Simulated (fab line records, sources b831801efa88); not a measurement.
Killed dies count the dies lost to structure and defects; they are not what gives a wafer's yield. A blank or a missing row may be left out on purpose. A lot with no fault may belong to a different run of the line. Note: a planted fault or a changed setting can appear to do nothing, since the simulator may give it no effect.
Matching of chambers	flow gf180mcu	4 sister chambers for GF_CONTACT_CMP_27 on cmp-01
The step polishes, stops on SiO2, t overpolish 15 s, target thk 0 nm. 14 wafers are shown with their chamber, then 7 later ones without.

## EACH WAFER AND ITS CHAMBER
wafer	chamber	motor-current-A (A)	time-to-endpoint-s (s)	edge-zone-pressure-frac
L889.2	1	10.7	72.8	1.000
L889.3	0	11.1	74.5	1.001
L889.5	3	10.5	70.6	0.997
L897.2	1	10.7	74.3	1.002
L897.5	3	10.9	72.9	1.004
L897.6	0	11.5	73.2	1.009
L899.3	3	11.0	73.5	0.993
L899.5	2	13.6	71.3	1.007
L899.6	3	11.1	75.9	1.001
L900.1	0	11.5	72.8	0.995
L900.2	3	10.6	70.6	0.992
L900.3	2	14.0	72.5	1.005
L901.1	2	13.6	72.2	0.995
L901.2	0	11.1	73.5	0.989

SIGNATURES, as means of the wafers listed above
reading	chamber 0	chamber 1	chamber 2	chamber 3	scatter within a chamber
motor-current-A	11.300	10.700	13.733	10.820	0.231
time-to-endpoint-s	73.500	73.550	72.000	72.700	1.52
edge-zone-pressure-frac	0.99850	1.00100	1.00233	0.99740	0.00639
Rule: for each reading, subtract the chamber's mean from the wafer's reading, divide by that reading's scatter and square the result; add these up over the readings and take the root, which gives the wafer's distance from the chamber. If the next closest chamber is less than 2 further off than the closest, the wafer can't be placed; otherwise it belongs to the closest. The scatter is the square root of a quotient: the sum, over the shown wafers, of each reading's squared deviation from its chamber's mean, divided by wafers minus chambers.

## WAFERS MISSING THEIR CHAMBER
wafer	motor-current-A (A)	time-to-endpoint-s (s)	edge-zone-pressure-frac
L901.5	13.0	72.2	0.998
L904.1	10.3	75.8	0.995
L904.3	13.4	73.0	1.001
L904.6	10.7	75.3	1.003
L905.3	11.3	74.1	1.003
L905.5	13.2	71.1	1.003
L905.6	10.9	72.2	1.008

## WHICH CHAMBER EACH WENT THROUGH
wafer	from the rows above	in truth
L901.5	2	2
L904.1	can't be placed: 1 or 3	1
L904.3	2	2
L904.6	can't be placed: 1 or 3 or 0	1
L905.3	can't be placed: 0 or 3 or 1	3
L905.5	2	2
L905.6	can't be placed: 1 or 3 or 0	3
3 of 7 placed correctly. From these rows, 4 cannot be placed; in 4 the true chamber is one of the candidates. 0 placed wrongly.
